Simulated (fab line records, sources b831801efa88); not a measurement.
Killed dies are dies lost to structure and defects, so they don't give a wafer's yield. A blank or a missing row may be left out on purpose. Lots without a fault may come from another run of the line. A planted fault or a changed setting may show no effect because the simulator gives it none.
Problem report in the 8D (eight disciplines) form, filled by code | flow sky130 | the parts of the form that need people (team, actions taken, sign-off) are left out

1. THE PROBLEM
killed_at_M0_to_M3 at SKY_PAD_OPEN_PROBE_99 reads a mean of 100 on 1 wafer of 1 lot; wafers without a fault read 43 with a standard deviation of 7.2. That is +7.9 standard deviations from the usual mean.
First seen on wafer L805.4, day 49 05:23, on prober-02. The record holds 36 wafers of 12 lots with a number at this step. Rule for "out", or "out of limits": more than 4 standard deviations from the usual mean. The other wafers with a number count as sound.

2. WHAT IT IS AND WHAT IT IS NOT
question                    | is                                                                                                       | is not
which readings at this step | killed_at_M0_to_M3, defect_limited_yield, killed_dies, sort_bin_3_pad_short, sort_n_pass, sort_yield_pct | killed_at_M4_up, killed_at_contacts, killed_at_front_end, killed_at_other, killed_open, killed_short
which lots                  | L805                                                                                                     | L791, L794, L797, L798, L799, L801, L802, L804, L806, L812, L813
which wafers of those lots  | L805.4                                                                                                   | L805.1, L805.5
read on which tools         | prober-02                                                                                                | prober-01
when                        | from day 49 05:23                                                                                        | up to then (25 sound wafers); but 10 sound wafers of L805, L806, L812, L813 came after

3. SUSPECTS, AND WHAT RULES EACH OUT
Counting: a tool at a process step up to the reading stays a suspect if it ran every lot that is out. Sound lots after the first of them don't rule it out here, since some wafers of a struck lot are sound.
- pvd_sputter-04 at SKY_METAL2_SPUTTER_04 (material TiN, target thk 70 nm, time 58.3 s): kept. It ran the lot that is out, L805 (day 38 14:50); its last sound lot up to then is L804 (day 38 06:39).
- plasma_asher-03 at SKY_METAL4_STRIP_19 (strips in O2/N2): kept. It ran the lot that is out, L805 (day 45 17:25); its last sound lot up to then is L802 (day 44 22:31).
- rie_metal-01 at SKY_METAL5_DESCUM_14 (chemistry O2, time 11 s): kept. It ran the lot that is out, L805 (day 47 12:49); its last sound lot up to then is L799 (day 45 20:26).
- prober-02 at SKY_PAD_OPEN_PROBE_99: kept. It ran the lot that is out, L805 (day 49 05:14); its last sound lot up to then is L801 (day 48 11:54). Its own readings are out on those wafers: defect_limited_yield, killed_at_M0_to_M3, killed_dies, sort_bin_3_pad_short, sort_n_pass, sort_yield_pct.
- Within plasma_asher-03 at SKY_METAL4_STRIP_19: the wafers that are out ran in chamber 1; their sound lot-mates ran in chamber 0.
Left after counting: pvd_sputter-04 at SKY_METAL2_SPUTTER_04, plasma_asher-03 at SKY_METAL4_STRIP_19, rie_metal-01 at SKY_METAL5_DESCUM_14, prober-02 at SKY_PAD_OPEN_PROBE_99.

4. THE CAUSE (what the simulator had put in)
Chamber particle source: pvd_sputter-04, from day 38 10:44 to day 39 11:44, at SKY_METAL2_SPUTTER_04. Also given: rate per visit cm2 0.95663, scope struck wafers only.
Counting left 4 suspects, and this tool is among them.

5. THE CHAIN OF EFFECTS, in route order
Each row: a reading whose mean over the struck wafers that have a number lies more than 3 standard deviations from the usual. Only readings for which the record gives a usual standard deviation are gone through. hours: the time from each lot's start at the first step in this table that gives one to its start at this step, as a median over the lots. sigmas: the change in usual standard deviations.
hours | step                  | reading              | usual  | on struck wafers | change | sigmas
0     | SKY_PAD_OPEN_PROBE_99 | defect_limited_yield | 82.7 % | 72.4             | -10.3  | -4.9
0     | SKY_PAD_OPEN_PROBE_99 | killed_at_M0_to_M3   | 43     | 100              | +57    | +7.9
0     | SKY_PAD_OPEN_PROBE_99 | killed_dies          | 85     | 136              | +51    | +5.1
0     | SKY_PAD_OPEN_PROBE_99 | sort_bin_3_pad_short | 0.9 %  | 3.3              | +2.4   | +5.7
0     | SKY_PAD_OPEN_PROBE_99 | sort_bin_5_function  | 10.2 % | 16.1             | +5.9   | +3.7
0     | SKY_PAD_OPEN_PROBE_99 | sort_n_pass          | 407    | 356              | -51    | -5.1
0     | SKY_PAD_OPEN_PROBE_99 | sort_yield_pct       | 82.7 % | 72.4             | -10.3  | -4.9
The process steps in it:
- SKY_PAD_OPEN_PROBE_99

6. WHAT WOULD HAVE CAUGHT IT SOONER
In this record the first reading out of limits was taken at day 49 05:23, 259 hours after the fault began at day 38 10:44.
Of the tool readings at SKY_METAL2_SPUTTER_04 for which the record gives a usual standard deviation, none was out on any struck wafer, so an alarm limit of 4 standard deviations on them would not have fired.
All the lots that are out (1) had begun SKY_METAL2_SPUTTER_04 on pvd_sputter-04 by day 49 05:23. A hold on the tool at that time would have spared none of them.
